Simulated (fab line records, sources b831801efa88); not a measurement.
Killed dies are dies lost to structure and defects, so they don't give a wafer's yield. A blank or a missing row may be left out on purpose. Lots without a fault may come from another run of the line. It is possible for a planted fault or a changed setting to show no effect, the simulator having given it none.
fab line records	flow sfq-line
record lots=7	wafers=21	last-day=78
route steps=325 shown M4@152 I4@163
lots that met no fault: from a run of the same line without faults
start-h: hours from the record's first day to the start of the lot's first wafer shown	wait-h: hours from the lot's prior step to this one	" same as the row above	L1.1+2: a row that stands for several wafers	- either no value or no given start	* or withheld: withheld	< > ~ a bound
route shown NAME@n: NAME is a module with steps in the file, n the number in the route of the first one	usual: average and standard deviation across the fault-free wafers	same: alike in all rows	chamber/n: place in a boat	sites: readings site by site	_std_site: how widely they spread, as a standard deviation	_edge_site: mean of outer sites minus mean of inner sites	radius-mm: for every site, how far away it sits from the centre of the wafer	mask NAME#n: copy n	behind: the last tool/chamber to shape the wafer	hold: why the lot went on hold/how many hours it stayed there/how the hold came to an end	device: transistor that didn't switch, given as n, p or np	end of line: at the end of the route, the tests of the same wafers	a step without rows: its recipe alone	killed: dies that structure and defects cost at the first sort, which is not the same as the wafer's yield	map: per-die view of a wafer (x killed, . not killed, _ where there is no die)
set.NAME: the setting the step ran with; set.NAME@STEP: the setting that earlier step ran with	model.NAME: the simulator's own value behind a step, which no gauge read
lots at selected steps of the route; one table per step, one row per wafer
services: the hour from which a tool's chamber was out of use, counted from the record's first day as start-h (under 0 if before that day), plus the number of hours and why
## steps
# step SFQ_TRILAYER_M4_LITHO_COAT_098
# recipe resist=BARC	spin-rpm=3000	resist-thk-nm=62
# step SFQ_TRILAYER_M4_LITHO_COAT_093
# recipe resist=KrF	spin-rpm=3000	resist-thk-nm=600
# step SFQ_TRILAYER_M4_LITHO_SOFTBAKE_097
# recipe temp-c=withheld	time-s=withheld	resist=KrF
# step SFQ_TRILAYER_M4_LITHO_EXPOSE_094
# recipe mask-id=M4	na=0.6	source-shape=conventional	sigma-outer=0.65	target-cd-nm=500	dose-mj=14.4
# step SFQ_TRILAYER_M4_LITHO_PEB_096
# recipe peb-temp-c=115	peb-time-s=60	resist=KrF
# step SFQ_TRILAYER_M4_LITHO_DEVELOP_095
# recipe time-s=60	resist=KrF
# step SFQ_M4_OVL_MEAS_926
# usual M4_OVL=-3/5.6
lot.wafer	tool	chamber	start-h	wait-h	M4_OVL[nm]
L909.1	overlay-01	-	1080.60	0.1	-11
L909.3	"	-	"	"	-16
L909.6	"	-	"	"	-6
L911.1	overlay-02	-	1129.95	0.1	1
L911.3	"	-	"	"	0
L911.5	"	-	"	"	3
L912.1	overlay-02	-	1133.55	0.1	-2
L912.3	"	-	"	"	-3
L912.5	"	-	"	"	-4
L914.1	overlay-02	-	1138.35	0.1	-1
L914.3	"	-	"	"	-4
L914.6	"	-	"	"	-3
L915.3	overlay-02	-	1153.97	0.1	-8
L915.4	"	-	"	"	-6
L915.6	"	-	"	"	-4
L917.1	overlay-02	-	1307.58	0.1	-7
L917.2	"	-	"	"	0
L917.3	"	-	"	"	-3
L920.1	overlay-01	-	1315.98	0.1	-4
L920.4	"	-	"	"	8
L920.5	"	-	"	"	-1
# step SFQ_TRILAYER_M4_BARC_OPEN_METAL_ETCH_123
# recipe mask-material=PR	chemistry=O2	target-depth-nm=125	target=BARC	icp-w=600	bias-w=80	pressure-mtorr=10	time-s=41.7
# usual drypump-motor-current-A=5.9/0.57	oes-product-au=0.685/0.0042
lot.wafer	tool	chamber	start-h	wait-h	drypump-motor-current-A	oes-product-au	rf-hours-counter-h
L909.1	rie-metal-03	1	1080.64	0.0	6.1	0.684	28
L909.3	"	0	"	"	5.5	0.689	-
L909.6	"	1	"	"	6.1	0.681	-
L911.1	rie-metal-03	1	1129.99	0.0	6.1	0.682	36
L911.3	"	1	"	"	6.1	0.680	-
L911.5	"	1	"	"	6.1	0.689	-
L912.1	rie-metal-02	0	1133.59	0.0	6.5	0.683	42
L912.3	"	1	"	"	6.3	0.684	-
L912.5	"	1	"	"	6.3	0.683	-
L914.1	rie-metal-04	1	1138.39	0.0	4.7	0.684	82
L914.3	"	0	"	"	5.7	0.688	-
L914.6	"	1	"	"	4.7	0.685	-
L915.3	rie-metal-02	0	1154.01	0.0	6.6	0.682	-
L915.4	"	1	"	"	6.3	0.678	-
L915.6	"	0	"	"	6.5	0.681	-
L917.1	rie-metal-03	1	1307.61	0.0	6.1	0.686	67
L917.2	"	0	"	"	5.5	0.685	5
L917.3	"	1	"	"	6.1	0.686	-
L920.1	rie-metal-02	1	1316.01	0.0	6.3	0.685	110
L920.4	"	0	"	"	6.5	0.687	-
L920.5	"	1	"	"	6.3	0.687	-
# step SFQ_TRILAYER_M4_ETCH_METAL_ETCH_096
# recipe target=Nb	stop-on=SiO2	mask-material=PR	chemistry=Cl2/Ar	target-depth-nm=240	icp-w=600	bias-w=80	pressure-mtorr=10	time-s=120
# usual drypump-motor-current-A=5.9/0.57	oes-product-au=0.893/0.0075
lot.wafer	tool	chamber	start-h	wait-h	drypump-motor-current-A	oes-product-au	rf-hours-counter-h
L909.1	rie-metal-03	1	1080.70	0.0	6.1	0.897	28
L909.3	"	0	"	"	5.5	0.884	-
L909.6	"	1	"	"	6.2	0.897	-
L911.1	rie-metal-03	1	1130.05	0.0	6.1	0.891	36
L911.3	"	1	"	"	6.1	0.893	-
L911.5	"	1	"	"	6.1	0.896	-
L912.1	rie-metal-02	0	1133.65	0.0	6.5	0.901	42
L912.3	"	1	"	"	6.3	0.900	-
L912.5	"	1	"	"	6.3	0.901	-
L914.1	rie-metal-04	1	1138.45	0.0	4.8	0.890	82
L914.3	"	0	"	"	5.7	0.887	-
L914.6	"	1	"	"	4.8	0.901	-
L915.3	rie-metal-02	0	1154.09	0.1	6.6	0.901	-
L915.4	"	1	"	"	6.3	0.900	-
L915.6	"	0	"	"	6.6	0.898	-
L917.1	rie-metal-03	1	1307.67	0.0	6.1	0.897	68
L917.2	"	0	"	"	5.5	0.892	5
L917.3	"	1	"	"	6.1	0.894	-
L920.1	rie-metal-02	1	1316.07	0.0	6.3	0.887	110
L920.4	"	0	"	"	6.5	0.889	-
L920.5	"	1	"	"	6.3	0.885	-
# step SFQ_TRILAYER_M4_STRIP_STRIP_097
# recipe gas=O2	power-w=200	platen-temp-c=40	overash-fraction=0.65	chemistry=O2	pressure-mtorr=50
# usual drypump-motor-current-A=5.9/0.57	oes-product-au=1.002/0.0091
lot.wafer	tool	chamber	start-h	wait-h	drypump-motor-current-A	oes-product-au	rf-hours-counter-h
L909.1	rie-metal-03	1	1080.82	0.1	6.2	0.976	29
L909.3	"	0	"	"	5.5	1.014	-
L909.6	"	1	"	"	6.1	0.989	-
L911.1	rie-metal-03	1	1130.17	0.1	6.1	0.984	36
L911.3	"	1	"	"	6.1	0.998	-
L911.5	"	1	"	"	6.2	0.989	-
L912.1	rie-metal-02	0	1133.77	0.1	6.5	1.003	42
L912.3	"	1	"	"	6.3	0.997	-
L912.5	"	1	"	"	6.3	0.987	-
L914.1	rie-metal-04	1	1138.57	0.1	4.8	0.988	82
L914.3	"	0	"	"	5.7	0.994	-
L914.6	"	1	"	"	4.7	1.004	-
L915.3	rie-metal-02	0	1154.37	0.2	6.5	1.012	-
L915.4	"	1	"	"	6.3	1.011	-
L915.6	"	0	"	"	6.5	1.009	-
L917.1	rie-metal-03	1	1307.80	0.1	6.1	0.986	68
L917.2	"	0	"	"	5.5	0.984	6
L917.3	"	1	"	"	6.1	0.995	-
L920.1	rie-metal-02	1	1316.20	0.1	6.3	1.002	110
L920.4	"	0	"	"	6.5	0.996	-
L920.5	"	1	"	"	6.3	0.985	-
# step SFQ_TRILAYER_M4_STRIP_SOLV_CLEAN_098
# recipe chemistry=NMP	temp-c=70	time-s=600
# step SFQ_TRILAYER_I4_DEP_PECVD_099
# recipe material=SiO2	temp-c=150	time-s=111.11	pressure-torr=2.4	rf-w=183.3	precursor=SiH4/N2O	target-thk-nm=500
# usual heater-power-outer-w=26/9.2	heater-power-w=77/17	throttle-valve-pct=24.6/1.4
lot.wafer	tool	chamber	start-h	wait-h	heater-power-outer-w	heater-power-w	throttle-valve-pct
L909.1	pecvd-02	0	1081.62	0.0	19	61	25.5
L909.3	"	1	"	"	16	58	24.5
L909.6	"	0	"	"	20	63	25.7
L911.1	pecvd-01	1	1130.95	0.0	28	92	23.4
L911.3	"	2	"	"	37	83	24.4
L911.5	"	0	"	"	32	91	23.1
L912.1	pecvd-03	1	1134.55	0.0	17	67	23.1
L912.3	"	2	"	"	19	59	22.2
L912.5	"	1	"	"	20	68	23.1
L914.1	pecvd-01	2	1139.35	0.0	35	83	24.4
L914.3	"	1	"	"	30	98	23.7
L914.6	"	0	"	"	28	85	23.3
L915.3	pecvd-01	0	1154.97	0.0	36	96	23.3
L915.4	"	1	"	"	39	111	23.5
L915.6	"	2	"	"	37	85	24.6
L917.1	pecvd-03	0	1308.57	0.0	16	64	24.8
L917.2	"	2	"	"	14	52	22.5
L917.3	"	1	"	"	18	70	23.9
L920.1	pecvd-01	1	1316.97	0.0	40	110	23.7
L920.4	"	2	"	"	38	86	24.8
L920.5	"	0	"	"	39	98	23.5
# step SFQ_TRILAYER_I4_CMP_CMP_100
# recipe material=SiO2	down-force-psi=3	platen-rpm=60	pad-velocity-m-s=0.94248
# usual motor-current-A=10.5/0.77	slurry-flow-ml-min=150.0/0.43	time-to-endpoint-s=218/8.4
lot.wafer	tool	chamber	start-h	wait-h	motor-current-A	slurry-flow-ml-min	time-to-endpoint-s
L909.1	cmp-02	0	1082.19	0.5	11.1	150.4	221
L909.3	"	2	1083.19	1.5	11.9	150.3	205
L909.6	"	3	"	"	10.4	149.6	210
L911.3	cmp-01	3	1133.64	2.7	9.1	149.8	223
L911.1	"	2	1135.14	4.2	11.1	150.2	222
L911.5	"	3	"	"	9.8	150.1	238
L912.1	cmp-02	1	1138.84	4.2	9.7	149.6	211
L912.3	"	3	1139.84	5.2	10.4	150.5	115
L912.5	"	0	"	"	10.8	150.1	124
L914.3	cmp-02	3	1141.34	1.9	10.7	150.1	114
L914.1	"	0	"	"	11.1	149.5	228
L914.6	"	0	1143.84	4.4	11.2	150.0	228
L915.4	cmp-02	3	1155.54	0.5	10.6	150.7	205
L915.3	"	1	1156.54	1.5	10.0	150.9	121
L915.6	"	3	1157.54	2.5	10.8	150.7	215
L917.3	cmp-01	3	1313.30	4.7	9.7	150.0	219
L917.1	"	1	1314.30	5.7	9.2	150.8	215
L917.2	"	2	"	"	10.9	148.8	221
L920.1	cmp-01	1	1326.30	9.3	8.8	150.0	219
L920.4	"	2	"	"	10.8	149.9	225
L920.5	"	3	"	"	9.1	150.0	229
# step SFQ_I4_BOW_MEAS_927
# recipe mode=bow
# usual I4_BOW=7/9.7
lot.wafer	tool	chamber	start-h	wait-h	I4_BOW[um]
L909.1	film-metro-03	-	1084.69	2.0	23
L909.3	"	-	"	"	27
L909.6	"	-	"	"	6
L911.1	film-metro-02	-	1136.64	1.0	7
L911.3	"	-	"	"	31
L911.5	"	-	"	"	23
L912.1	film-metro-04	-	1141.34	2.0	8
L912.3	"	-	"	"	-5
L912.5	"	-	"	"	-1
L914.1	film-metro-03	-	1144.34	2.0	14
L914.3	"	-	"	"	0
L914.6	"	-	"	"	13
L915.3	film-metro-02	-	1158.08	1.0	-1
L915.4	"	-	"	"	16
L915.6	"	-	"	"	5
L917.1	film-metro-03	-	1316.30	1.5	13
L917.2	"	-	"	"	20
L917.3	"	-	"	"	13
L920.1	film-metro-04	-	1328.30	1.5	4
L920.4	"	-	"	"	-5
L920.5	"	-	"	"	-11
## services
tool	chamber	start-h	hours	kind
rie-metal-03	-	1070.94	0.4	repair
cmp-02	-	1072.34	8.6	pm
cmp-02	-	1086.92	4.0	pm
cmp-01	-	1088.25	0.4	repair
cmp-02	-	1100.84	1.5	repair
cmp-02	-	1115.88	6.2	pm
cmp-02	-	1134.03	4.3	pm
cmp-01	-	1143.68	4.3	repair
cmp-01	-	1147.96	0.8	repair
pecvd-01	-	1153.66	0.7	repair
cmp-02	-	1159.37	4.2	repair
rie-metal-04	-	1163.46	0.1	repair
rie-metal-04	0	1166.88	22.6	repair
pecvd-01	-	1171.16	2.8	pm
pecvd-01	-	1175.49	0.6	repair
cmp-02	-	1180.67	0.4	repair
rie-metal-03	1	1194.05	3.8	repair
rie-metal-02	1	1208.39	4.0	repair
cmp-02	-	1221.25	5.4	repair
cmp-01	-	1224.33	2.6	repair
cmp-02	-	1225.89	1.2	repair
pecvd-01	-	1282.47	0.9	repair
pecvd-01	2	1292.78	14.7	repair
pecvd-01	1	1294.18	6.2	repair
## key
first-sign step=SFQ_TRILAYER_I4_CMP_CMP_100	reading=time-to-endpoint-s	direction=down	sigmas=12	usual=*	struck=*
effect none on later readings
met-at SFQ_TRILAYER_I4_CMP_CMP_100
struck-wafers L912.3,L912.5,L914.3,L915.3
onset-between 1082.19 1138.84
fault kind=process-parameter-drift	tool=cmp-02	chamber=-	onset-h=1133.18	steps=SFQ_TRILAYER_I4_CMP_CMP_100	channel=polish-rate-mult	offset=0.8	shape=step	end-h=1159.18	scope=struck-wafers-only
